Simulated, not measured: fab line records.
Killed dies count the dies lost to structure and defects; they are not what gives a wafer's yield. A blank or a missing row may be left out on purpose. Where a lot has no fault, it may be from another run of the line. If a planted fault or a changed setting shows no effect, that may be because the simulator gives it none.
What tool caused it? || flow sky130 || 33 wafers from 11 lots sampled at 3 of the route's 708 steps

WHAT EACH GAUGE READ, for each wafer
SKY_NWELL_TW_MEAS_15.
{"lot": "L392", "measured": "day 4 19:47", "on": "film metro-04", "NWELL_TW": "1832 1838 1839"}
{"lot": "L399", "measured": "day 6 13:58", "on": "film metro-03", "NWELL_TW": "30 30 31 30 30 30"}
{"lot": "L400", "measured": "day 6 19:41", "on": "film metro-03", "NWELL_TW": "30 30 30 30 30 30"}
{"lot": "L406", "measured": "day 8 07:56", "on": "film metro-02", "NWELL_TW": "1835 1837 1825"}
{"lot": "L407", "measured": "day 8 14:56", "on": "film metro-02", "NWELL_TW": "1822 1823 1832"}
{"lot": "L408", "measured": "day 8 19:44", "on": "film metro-04", "NWELL_TW": "1840 1831 1834"}
{"lot": "L409", "measured": "day 9 01:59", "on": "film metro-03", "NWELL_TW": "1845 1840 1844"}
{"lot": "L410", "measured": "day 9 05:18", "on": "film metro-03", "NWELL_TW": "1838 1828 1847"}
{"lot": "L411", "measured": "day 9 11:34", "on": "film metro-04", "NWELL_TW": "1840 1844 1857"}
{"lot": "L413", "measured": "day 9 22:35", "on": "film metro-03", "NWELL_TW": "1840 1840 1825"}
{"lot": "L414", "measured": "day 10 12:08", "on": "film metro-04", "NWELL_TW": "1826 1833 1822"}

WHAT TOOL EACH LOT RAN ON (gives the tool, then ch and the chambers of the sampled wafers, and finally the start)
{"lot": "L392", "SKY_PWDE_STRIP_09": "plasma asher-02 ch 0,1, day 4 02:16", "SKY_NWELL_STRIP_14": "plasma asher-04 ch 0,1, day 4 19:41"}
{"lot": "L399", "SKY_PWDE_STRIP_09": "plasma asher-02 ch 1, day 5 18:11", "SKY_NWELL_STRIP_14": "plasma asher-04 ch 0,1, day 6 13:52"}
{"lot": "L400", "SKY_PWDE_STRIP_09": "plasma asher-03 ch 0,1, day 6 00:14", "SKY_NWELL_STRIP_14": "plasma asher-03 ch 1, day 6 19:35"}
{"lot": "L406", "SKY_PWDE_STRIP_09": "plasma asher-01 ch 0,1, day 7 10:52", "SKY_NWELL_STRIP_14": "plasma asher-01 ch 0,1, day 8 07:50"}
{"lot": "L407", "SKY_PWDE_STRIP_09": "plasma asher-01 ch 0,1, day 7 17:13", "SKY_NWELL_STRIP_14": "plasma asher-03 ch 0,1, day 8 14:50"}
{"lot": "L408", "SKY_PWDE_STRIP_09": "plasma asher-03 ch 0, day 7 22:08", "SKY_NWELL_STRIP_14": "plasma asher-04 ch 0,1, day 8 19:37"}
{"lot": "L409", "SKY_PWDE_STRIP_09": "plasma asher-02 ch 1, day 8 03:19", "SKY_NWELL_STRIP_14": "plasma asher-04 ch 0,1, day 9 01:53"}
{"lot": "L410", "SKY_PWDE_STRIP_09": "plasma asher-02 ch 0,1, day 8 07:13", "SKY_NWELL_STRIP_14": "plasma asher-01 ch 0,1, day 9 05:13"}
{"lot": "L411", "SKY_PWDE_STRIP_09": "plasma asher-02 ch 0,1, day 8 13:41", "SKY_NWELL_STRIP_14": "plasma asher-01 ch 0,1, day 9 11:28"}
{"lot": "L413", "SKY_PWDE_STRIP_09": "plasma asher-02 ch 0,1, day 9 00:13", "SKY_NWELL_STRIP_14": "plasma asher-03 ch 0, day 9 22:28"}
{"lot": "L414", "SKY_PWDE_STRIP_09": "plasma asher-02 ch 0,1, day 9 09:23", "SKY_NWELL_STRIP_14": "plasma asher-01 ch 0,1, day 10 12:02"}
- SKY_PWDE_STRIP_09: strips in O2/N2.
- SKY_NWELL_STRIP_14: strips in O2/N2.

THE ANSWER, worked out from the rows above alone
Rule: what is usual is taken from the lots themselves. Put in order of their means at a reading, lots are off if they are a third of the lots or fewer, leave a main group of 4 or more, and stand apart from it by a gap of 3 or more times the standard deviation of the main group's means; of several such gaps the widest counts. The tables above print the reading to a certain number of digits; a main group whose means all agree to those digits is not used. A lot without any number at a reading at which 4 lots or more have one is off too. All remaining lots with rows at the step are treated as sound.
Off: L399, L400, seen at SKY_NWELL_TW_MEAS_15 (NWELL_TW). The main group has a mean of 1835 with a standard deviation of 6.4.
If a tool, at a process step before that reading, ran all the lots that are off and no sound lot after the first of them, it fits. Those tools and the gauges at SKY_NWELL_TW_MEAS_15 are tried in the same way. Of those tried, none fits.

WHAT THE SIMULATOR HAD INSERTED
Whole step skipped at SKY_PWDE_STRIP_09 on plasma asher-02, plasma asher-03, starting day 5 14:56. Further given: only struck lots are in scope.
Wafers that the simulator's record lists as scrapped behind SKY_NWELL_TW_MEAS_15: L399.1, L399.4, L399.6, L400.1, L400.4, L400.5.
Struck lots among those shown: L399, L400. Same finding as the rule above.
